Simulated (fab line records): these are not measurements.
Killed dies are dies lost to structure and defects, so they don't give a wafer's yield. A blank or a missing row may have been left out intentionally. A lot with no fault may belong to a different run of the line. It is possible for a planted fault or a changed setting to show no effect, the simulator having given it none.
Which tool is to blame? ; flow gf180mcu ; Sampling: 12 lots, 36 wafers, 4 of 602 route steps

== WHAT EACH GAUGE READ, for each wafer ==
GF_PSD_RS_MEAS_14: measures by four-point-probe.
lot;measured;on;NSD_RS (ohm/sq)
L163;day 14 04:30;film_metro-03;46.11 46.28 46.22
L165;day 14 16:51;film_metro-03;46.11 46.06 46.08
L166;day 15 04:49;film_metro-03;46.19 46.31 46.19
L167;day 15 14:09;film_metro-03;46.16 46.27 46.03
L168;day 15 17:53;film_metro-01;46.08 46.16 46.02
L171;day 16 20:09;film_metro-01;46.01 45.92 46.06
L172;day 17 08:36;film_metro-03;46.20 46.21 46.22
L180;day 20 05:09;film_metro-02;51.54 51.43 51.41
L181;day 20 13:06;film_metro-03;51.29 51.49 51.15
L184;day 21 15:48;film_metro-03;45.96 46.14 46.20
L185;day 21 20:03;film_metro-01;45.90 45.93 45.86
L186;day 22 04:22;film_metro-01;45.96 46.02 45.97

GF_V1_BOW_MEAS_05.
lot;measured;on;V1_BOW (um)
L163;day 17 01:19;film_metro-03;86 97 73
L165;day 17 15:38;film_metro-04;80 76 71
L166;day 18 05:17;film_metro-03;84 82 65
L167;day 18 12:47;film_metro-04;67 73 80
L168;day 18 18:52;film_metro-01;77 86 82
L171;day 20 00:26;film_metro-01;85 97 80
L172;day 20 12:54;film_metro-01;100 89 88
L180;day 23 08:02;film_metro-01;78 82 91
L181;day 23 16:17;film_metro-01;92 93 96
L184;day 24 17:59;film_metro-04;96 89 81
L185;day 24 22:40;film_metro-01;77 84 80
L186;day 25 03:30;film_metro-04;97 89 94

== TOOL THAT RAN EACH LOT (tool first, then ch and the chambers of the sampled wafers, then the start) ==
lot;GF_NSD_IMPLANT_09;GF_NSD_STRIP_11
L163;implanter-04 ch 0, day 13 07:58;plasma_asher-01 ch 0,1, day 13 08:16
L165;implanter-04 ch 0, day 13 18:58;plasma_asher-02 ch 0,1, day 13 19:16
L166;implanter-02 ch 0, day 14 07:29;plasma_asher-04 ch 0,1, day 14 07:46
L167;implanter-01 ch 0, day 14 15:49;plasma_asher-04 ch 0,1, day 14 16:07
L168;implanter-04 ch 0, day 14 19:46;plasma_asher-01 ch 0,1, day 14 20:02
L171;implanter-02 ch 0, day 15 20:49;plasma_asher-04 ch 0,1, day 15 21:07
L172;implanter-04 ch 0, day 16 08:55;plasma_asher-04 ch 0,1, day 16 09:13
L180;implanter-02 ch 0, day 19 04:15;plasma_asher-04 ch 0,1, day 19 04:33
L181;implanter-02 ch 0, day 19 12:46;plasma_asher-04 ch 0,1, day 19 13:04
L184;implanter-04 ch 0, day 20 15:19;plasma_asher-04 ch 0, day 20 15:37
L185;implanter-04 ch 0, day 20 19:54;plasma_asher-01 ch 0,1, day 20 20:12
L186;implanter-04 ch 0, day 21 04:05;plasma_asher-04 ch 0,1, day 21 04:20
- GF_NSD_IMPLANT_09
- GF_NSD_STRIP_11: strips in O2/N2.

== WHAT THE TOOLS THEMSELVES READ (means of the sampled wafers that have a number; where no wafer has one, the mark that the record gives instead) ==
GF_NSD_IMPLANT_09.
lot;tool;beam_on_s (s);dose_ions_cm2
L163;implanter-04;18.5;4e+15
L165;implanter-04;18.1;4e+15
L166;implanter-02;19.7;4e+15
L167;implanter-01;17.8;4e+15
L168;implanter-04;18.4;4e+15
L171;implanter-02;19.5;4e+15
L172;implanter-04;18.2;4e+15
L180;implanter-02;11.0;2e+15
L181;implanter-02;11.0;2e+15
L184;implanter-04;18.1;4e+15
L185;implanter-04;18.4;4e+15
L186;implanter-04;18.3;4e+15

GF_NSD_STRIP_11.
lot;tool;drypump_motor_current_A (A);heater_power_w (W);oes_product_au (a.u.);strip_time_to_endpoint_s (s)
L163;plasma_asher-01;6.0;344;0.490;22.95
L165;plasma_asher-02;5.7;351;0.486;22.98
L166;plasma_asher-04;5.5;336;0.486;22.97
L167;plasma_asher-04;5.6;334;0.487;22.95
L168;plasma_asher-01;5.8;337;0.486;22.98
L171;plasma_asher-04;5.5;307;0.486;22.98
L172;plasma_asher-04;5.5;312;0.488;22.95
L180;plasma_asher-04;5.5;337;0.513;20.83
L181;plasma_asher-04;5.5;310;0.521;20.81
L184;plasma_asher-04;5.6;363;0.490;22.93
L185;plasma_asher-01;6.0;352;0.490;22.93
L186;plasma_asher-04;5.5;334;0.485;22.97

== THE ANSWER, worked out from the rows above alone ==
Rule: what is usual is taken from the lots themselves. Put in order of their means at a reading, lots are off if they are a third of the lots or fewer, leave a main group of 4 or more, and stand apart from it by a gap of 3 or more times the standard deviation of the main group's means; of several such gaps the widest counts. If all means in a main group match to the digits the tables above print for the reading, that group is not used. A lot without any number at a reading at which 4 lots or more have one is off too. Any other lot the step has rows for is counted as sound. Order of review: gauges by route order, followed by the tools' own readings, for which a lot's mean as printed above is used. The first step at which some lot is off is used, and at that step the reading that is off furthest; a lot without a number counts as furthest.
Off: L180, L181, seen at GF_PSD_RS_MEAS_14 (NSD_RS). Main group: mean 46.09 ohm/sq, sd 0.1.
A tool fits if, at a process step before that reading, it ran every lot that is off, and no sound lot after the first of them. The gauges at GF_PSD_RS_MEAS_14 aren't tried: what is off there is off at GF_NSD_IMPLANT_09 too, on other tools, and a gauge's error can't cause that. One candidate fits, namely implanter-02 at GF_NSD_IMPLANT_09. A fault onset in the window from L171 (day 15 20:49, its last sound lot) to L180 (day 19 04:15, its first lot off) fits.
The tool's own readings at GF_NSD_IMPLANT_09 bear it out: on the lots that are off they differ by more than 5 times the standard deviation of the sound lots' means. beam_on_s reads 11.0 s there against 18.5 s on the sound lots; dose_ions_cm2 reads 2e+15 there against 4e+15 on the sound lots.

== WHAT WAS PUT IN BY THE SIMULATOR ==
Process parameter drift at GF_NSD_IMPLANT_09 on implanter-02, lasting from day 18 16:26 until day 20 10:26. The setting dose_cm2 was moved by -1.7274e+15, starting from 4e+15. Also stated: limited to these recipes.
Lots struck among those shown: L180, L181. This agrees with what the rule above found.
